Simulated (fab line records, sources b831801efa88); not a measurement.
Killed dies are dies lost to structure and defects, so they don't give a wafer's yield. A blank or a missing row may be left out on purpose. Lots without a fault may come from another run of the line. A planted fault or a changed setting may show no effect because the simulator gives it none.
Chamber matching | flow sky130 | SKY_CAPM_CVD_00 on pecvd-02: 3 sister chambers
The step deposits SiO2, target thk 15.5 nm. 3 wafers are shown with their chamber, then 7 later ones without.

WAFERS WITH THEIR CHAMBER
wafer  | chamber | heater_power_w (W)
L863.4 | 2       | 701
L865.1 | 0       | 945
L865.4 | 1       | 542

WAFERS WITHOUT THEIR CHAMBER
wafer  | heater_power_w (W)
L865.5 | 680
L875.1 | 609
L875.4 | 526
L875.5 | 588
L874.2 | 622
L874.5 | 681
L874.6 | 603

WHICH CHAMBER EACH WENT THROUGH
wafer  | from the rows above     | in truth
L865.5 | 2                       | 2
L875.1 | can't be placed: 1 or 2 | 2
L875.4 | 1                       | 1
L875.5 | can't be placed: 1 or 2 | 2
L874.2 | can't be placed: 2 or 1 | 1
L874.5 | 2                       | 2
L874.6 | can't be placed: 1 or 2 | 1
Placed correctly: 3 of 7. Can't be placed from these rows: 4 (the true chamber is among the candidates in 4). Placed wrongly: 0.
How it was worked out, from the rows above alone: a wafer's distance from a chamber is the root of the sum, over the readings, of the square of ((its reading less the chamber's mean) divided by the reading's scatter). The wafer belongs to the nearest chamber; if the next one is less than 2 further off, it can't be placed. A chamber's mean is the mean of its shown wafers. The scatter: with one shown wafer a chamber, the root of the mean of the squares of how far each hidden wafer lies from its nearest shown one.
